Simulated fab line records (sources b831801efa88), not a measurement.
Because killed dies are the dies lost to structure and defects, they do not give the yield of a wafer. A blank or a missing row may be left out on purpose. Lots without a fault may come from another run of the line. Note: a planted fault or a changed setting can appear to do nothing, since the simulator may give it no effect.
fab line records | flow sky130
record: lots: 13 wafers: 38 last_day: 50
route steps=708 shown SD_N@344 LI_CONTACT@363 LOCAL_INTERCONNECT@387 PAD_OPEN@708
lots that met no fault: from a run of the same line without faults
start_h: hours from the record's opening day to when the first of the lot's shown wafers began | wait_h: time in hours since the lot's previous step | " identical to the entry in the row above | L1.1+2: several wafers, shown together as one row | - either no value or no given start | * or withheld: withheld | < > ~ a bound
route shown NAME@n: NAME is a module with steps in the file, n the number in the route of the first one | usual: average and standard deviation across the fault-free wafers | same: alike in all rows | chamber/n: place in a boat | sites: the reading at each site | _std_site: standard deviation of those values | _edge_site: outer sites' mean less inner sites' | radius_mm: how far each site lies from the wafer's centre | mask NAME#n: copy n | behind: the most recent tool/chamber to have shaped the wafer | hold: why the lot was held/for how many hours/how that ended | device: the n, p or np transistor that did not switch | end of line: at the end of the route, the tests of the same wafers | where a step has no rows: the recipe by itself | killed: dies lost to structure and defects at the first sort, not the wafer's yield | map: per-die view of a wafer (x killed, . not killed, _ where there is no die)
set.NAME: the setting the step ran with; set.NAME@STEP: the setting that earlier step ran with | model.NAME: the simulator's own value behind a step, which no gauge read
route steps across a sampled set of lots; one table per step, one row per wafer
services: when a tool's chamber went out of use (start_h, in hours from the record's first day, below 0 if earlier), for how many hours, and the reason
== steps ==
step: SKY_SD_N_COAT_02
recipe: resist: NOVOLAK spin_rpm: 3000 resist_thk_nm: 1140
columns lot.wafer tool chamber start_h wait_h
L248.2+3+4 litho_track-01 0 663.77 0.1
L250.2+3+4 litho_track-03 0 681.34 0.1
L254.1+4 litho_track-01 0 712.34 0.1
L257.1+4+6 litho_track-01 0 730.89 0.1
L259.1+3+4 litho_track-04 0 748.82 0.1
L260.2+3+6 litho_track-03 0 753.79 0.1
L261.1+2+4 litho_track-04 0 762.12 0.1
L262.2+4+6 litho_track-04 0 769.15 0.1
L263.1+3+6 litho_track-04 0 779.67 0.1
L265.1+2+4 litho_track-01 0 792.09 0.1
L266.2+3+6 litho_track-01 0 803.62 0.1
L267.1+3+5 litho_track-01 0 806.24 0.1
L268.2+3+4 litho_track-01 0 811.82 0.1
step: SKY_SD_N_STRIP_11
recipe: chemistry: O2/N2 power_w: 1400 pressure_mtorr: 1500 platen_temp_c: withheld o2_flow_sccm: 3000 n2_flow_sccm: 300 overash_fraction: 0.5
usual: drypump_motor_current_A: 5.9/0.53 oes_product_au: 0.528/0.0046 strip_time_to_endpoint_s: 22.57/0.046
columns lot.wafer tool chamber start_h wait_h drypump_motor_current_A oes_product_au rf_hours_counter_h strip_time_to_endpoint_s
L248.2 plasma_asher-03 0 678.30 0.1 6.3 0.529 85 22.57
L248.3 " 0 " " 6.3 0.530 - 22.57
L248.4 " 1 " " 6.5 0.534 - 22.55
L250.2 plasma_asher-01 0 696.08 0.1 5.1 0.522 57 22.59
L250.3 " 1 " " 5.6 0.522 - 22.63
L250.4 " 0 " " 5.1 0.524 - 22.57
L254.1 plasma_asher-03 1 727.33 0.1 6.5 0.525 91 22.13
L254.4 " 1 " " 6.5 0.523 - 22.56
L257.1 plasma_asher-03 0 745.08 0.1 6.2 0.514 93 22.12
L257.4 " 1 " " 6.5 0.518 - 22.53
L257.6 " 0 " " 6.3 0.527 - 22.09
L259.1 plasma_asher-03 1 763.48 0.1 6.5 0.520 95 22.66
L259.3 " 1 " " 6.5 0.530 - 22.61
L259.4 " 0 " " 6.3 0.517 - 22.67
L260.2 plasma_asher-01 0 767.78 0.1 5.2 0.523 65 22.57
L260.3 " 1 " " 5.7 0.526 - 22.55
L260.6 " 0 " " 5.2 0.529 - 22.52
L261.1 plasma_asher-04 0 776.63 0.1 6.3 0.529 3 22.58
L261.2 " 1 " " 5.2 0.533 3 22.55
L261.4 " 0 " " 6.3 0.529 - 22.60
L262.2 plasma_asher-01 0 783.22 0.1 5.2 0.529 66 22.61
L262.4 " 1 " " 5.7 0.527 - 22.67
L262.6 " 1 " " 5.7 0.531 - 22.63
L263.1 plasma_asher-01 0 793.75 0.1 5.2 0.526 67 22.63
L263.3 " 1 " " 5.7 0.523 - 22.62
L263.6 " 0 " " 5.2 0.522 - 22.62
L265.1 plasma_asher-04 1 805.30 0.1 5.2 0.535 5 22.60
L265.2 " 0 " " 6.3 0.528 5 22.59
L265.4 " 1 " " 5.2 0.530 - 22.56
L266.2 plasma_asher-01 0 817.53 0.1 5.2 0.531 70 22.62
L266.3 " 0 " " 5.2 0.530 - 22.65
L266.6 " 0 " " 5.2 0.527 - 22.64
L267.1 plasma_asher-03 0 820.83 0.1 6.3 0.522 101 22.60
L267.3 " 0 " " 6.3 0.536 - 22.59
L267.5 " 1 " " 6.5 0.528 - 22.54
L268.2 plasma_asher-03 1 824.92 0.1 6.5 0.524 101 22.54
L268.3 " 1 " " 6.5 0.524 - 22.46
L268.4 " 0 " " 6.3 0.525 - 22.48
step: SKY_LI_CONTACT_THK_MEAS_01
recipe: reads: PSG_of_LI_CONTACT_HDPCVD_00
usual: LI_CONTACT_HDPCVD_THK: 927/10
columns lot.wafer tool chamber start_h wait_h LI_CONTACT_HDPCVD_THK[nm]
L248.2 film_metro-04 - 679.17 0.1 950
L248.3 " - " " 927
L248.4 " - " " 941
L250.2 film_metro-02 - 697.01 0.1 941
L250.3 " - " " 930
L250.4 " - " " 932
L254.1 film_metro-01 - 728.19 0.1 947
L254.4 " - " " 943
L257.1 film_metro-01 - 745.94 0.1 936
L257.4 " - " " 919
L257.6 " - " " 929
L259.1 film_metro-01 - 764.40 0.1 916
L259.3 " - " " 932
L259.4 " - " " 922
L260.2 film_metro-01 - 768.70 0.1 919
L260.3 " - " " 923
L260.6 " - " " 925
L261.1 film_metro-01 - 777.50 0.1 924
L261.2 " - " " 925
L261.4 " - " " 924
L262.2 film_metro-04 - 784.17 0.1 915
L262.4 " - " " 914
L262.6 " - " " 912
L263.1 film_metro-04 - 794.63 0.1 925
L263.3 " - " " 923
L263.6 " - " " 916
L265.1 film_metro-04 - 806.17 0.1 923
L265.2 " - " " 926
L265.4 " - " " 926
L266.2 film_metro-04 - 818.40 0.1 936
L266.3 " - " " 921
L266.6 " - " " 943
L267.1 film_metro-01 - 821.70 0.1 928
L267.3 " - " " 922
L267.5 " - " " 918
L268.2 film_metro-04 - 825.79 0.1 941
L268.3 " - " " 932
L268.4 " - " " 929
step: SKY_LI_CONTACT_OVL_MEAS_13
usual: LI_CONTACT_OVL: -3/5.7
columns lot.wafer tool chamber start_h wait_h LI_CONTACT_OVL[nm]
L248.2 overlay-01 - 707.90 0.1 -2
L248.3 " - " " -9
L248.4 " - " " -2
L250.2 overlay-01 - 725.42 0.1 -2
L250.3 " - " " 1
L250.4 " - " " -9
L254.1 overlay-01 - 756.09 0.1 5
L254.4 " - " " 0
L257.1 overlay-02 - 773.54 0.1 -4
L257.4 " - " " -3
L257.6 " - " " 0
L259.1 overlay-01 - 791.88 0.1 -7
L259.3 " - " " -10
L259.4 " - " " -6
L260.2 overlay-01 - 795.58 0.1 -8
L260.3 " - " " 0
L260.6 " - " " -14
L261.1 overlay-02 - 804.39 0.1 -12
L261.2 " - " " -8
L261.4 " - " " -5
L262.2 overlay-02 - 810.10 0.1 -5
L262.4 " - " " -3
L262.6 " - " " -10
L263.1 overlay-01 - 821.44 0.1 1
L263.3 " - " " 1
L263.6 " - " " -11
L265.1 overlay-02 - 832.51 0.1 3
L265.2 " - " " 2
L265.4 " - " " 4
L266.2 overlay-01 - 845.18 0.1 -8
L266.3 " - " " -9
L266.6 " - " " -17
L267.1 overlay-02 - 848.06 0.1 -3
L267.3 " - " " 1
L267.5 " - " " -2
L268.2 overlay-01 - 852.32 0.1 -9
L268.3 " - " " -4
L268.4 " - " " 0
step: SKY_LOCAL_INTERCONNECT_SPUTTER_00
recipe: material: TiN target_thk_nm: 100 temp_c: 300 power_w: 6500 time_s: 83.3 chamber_pressure_pa: 0.4
usual: throttle_valve_pct: 29.7/1.1
columns lot.wafer tool chamber start_h wait_h throttle_valve_pct
L248.2 pvd_sputter-01 - 709.09 0.1 27.7
L248.3 " - " " 31.3
L248.4 " - " " 28.3
L250.2 pvd_sputter-01 - 726.61 0.1 28.8
L250.3 " - " " 30.0
L250.4 " - " " 31.5
L254.1 pvd_sputter-03 - 757.29 0.1 29.0
L254.4 " - " " 29.4
L257.1 pvd_sputter-01 - 774.76 0.1 31.8
L257.4 " - " " 27.8
L257.6 " - " " 28.5
L259.1 pvd_sputter-03 - 793.08 0.1 29.7
L259.3 " - " " 28.9
L259.4 " - " " 29.8
L260.2 pvd_sputter-01 - 796.78 0.2 29.9
L260.3 " - " " 27.7
L260.6 " - " " 27.7
L261.1 pvd_sputter-01 - 805.59 0.2 28.8
L261.2 " - " " 28.1
L261.4 " - " " 29.9
L262.2 pvd_sputter-01 - 811.29 0.2 30.1
L262.4 " - " " 28.6
L262.6 " - " " 29.0
L263.1 pvd_sputter-01 - 822.69 0.1 27.8
L263.3 " - " " 28.5
L263.6 " - " " 31.4
L265.1 pvd_sputter-01 - 833.71 0.2 28.8
L265.2 " - " " 30.1
L265.4 " - " " 27.7
L266.2 pvd_sputter-04 - 846.38 0.1 30.1
L266.3 " - " " 30.5
L266.6 " - " " 30.1
L267.1 pvd_sputter-04 - 849.26 0.1 30.5
L267.3 " - " " 30.6
L267.5 " - " " 30.1
L268.2 pvd_sputter-04 - 853.75 0.1 30.7
L268.3 " - " " 30.4
L268.4 " - " " 30.6
step: SKY_PAD_OPEN_PROBE_99
usual: killed_at_M0_to_M3: 43/6.7 killed_at_M4_up: 3.2/2.1 killed_at_contacts: 25/5.9 killed_at_front_end: 16/4.7 killed_at_other: 0.3/0.54 killed_dies: 87/9.8 killed_open: 47/6.7 killed_short: 40/6.5
same: gross_dies: 492 killed_at_back_side: 0
columns lot.wafer tool chamber start_h wait_h killed_at_M0_to_M3 killed_at_M4_up killed_at_contacts killed_at_front_end killed_at_other killed_dies killed_open killed_short
L257.1 prober-02 - 1150.69 0.1 39 3 26 14 0 82 48 34
L257.4 prober-02 - 1150.85 0.2 37 3 20 25 1 86 43 43
L257.6 prober-02 - 1150.94 0.2 42 3 29 15 1 90 45 45
killed by level:class
L257.1 VIA3:geometric_particle:open=9 CONTACT:geometric_particle:open=9 VIA1:geometric_particle:open=8 FIELD_ISO:geometric_particle:open=6 VIA2:geometric_particle:open=6 LI_CONTACT:geometric_particle:open=5 CONTACT:geometric_particle:short=4 LI_CONTACT:geometric_particle:short=4
L257.4 FIELD_ISO:geometric_particle:short=7 CONTACT:geometric_particle:open=7 METAL1:geometric_particle:short=7 FIELD_ISO:geometric_particle:open=6 CONTACT:geometric_particle:short=6 POLY_GATE:geometric_particle:short=5 METAL1:geometric_particle:open=5 VIA1:geometric_particle:open=5
L257.6 CONTACT:geometric_particle:open=10 VIA1:geometric_particle:open=8 CONTACT:geometric_particle:short=8 FIELD_ISO:geometric_particle:open=7 VIA2:geometric_particle:open=7 LI_CONTACT:geometric_particle:open=6 METAL1:geometric_particle:short=6 VIA1:geometric_particle:short=5
== services ==
columns tool chamber start_h hours kind
plasma_asher-04 - 659.00 1.8 repair
litho_track-04 - 677.50 - consumable_replace:filter
plasma_asher-04 - 683.71 37.8 repair
pvd_sputter-01 - 688.59 3.5 repair
plasma_asher-04 - 733.75 9.0 pm
plasma_asher-04 0 733.75 9.0 vent_cycle
plasma_asher-04 1 733.75 9.0 vent_cycle
plasma_asher-04 0 742.75 - clean
plasma_asher-04 1 742.75 - clean
plasma_asher-01 - 755.24 1.5 repair
pvd_sputter-04 - 762.72 0.9 repair
plasma_asher-03 - 766.98 2.8 pm
plasma_asher-04 - 767.32 0.8 repair
plasma_asher-04 - 777.62 2.9 repair
plasma_asher-01 - 818.45 2.8 pm
plasma_asher-04 - 818.71 15.6 pm
pvd_sputter-03 - 835.46 3.0 repair
litho_track-04 - 844.95 - consumable_replace:filter
== key ==
first_sign: step: SKY_SD_N_STRIP_11 reading: strip_time_to_endpoint_s direction: down sigmas: 9.8 usual: * struck: *
effect none on later readings
met_at SKY_SD_N_COAT_02
struck_lots L254,L257
struck_wafers L254.1,L257.1,L257.6
tester_left_out L254,L257
not_acting_at SKY_LI_CONTACT_THK_MEAS_01,SKY_LI_CONTACT_OVL_MEAS_13,SKY_LOCAL_INTERCONNECT_SPUTTER_00
onset_between 663.77 712.34
fault: kind: process_parameter_drift tool: litho_track-01 chamber: - onset_h: 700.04 steps: SKY_SD_N_COAT_02 channel: resist_thk_nm offset: -37.45 shape: step end_h: 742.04 scope: struck_wafers_only acts_in: these_recipes_only stated: 1140
tester_left_out: of these lots the tester's yield and bins aren't shown, on N5 and GAA mostly nor the transistor test; their killed dies are dies lost to structure and defects alone, not to doping, threshold or leakage, so they don't give the yield
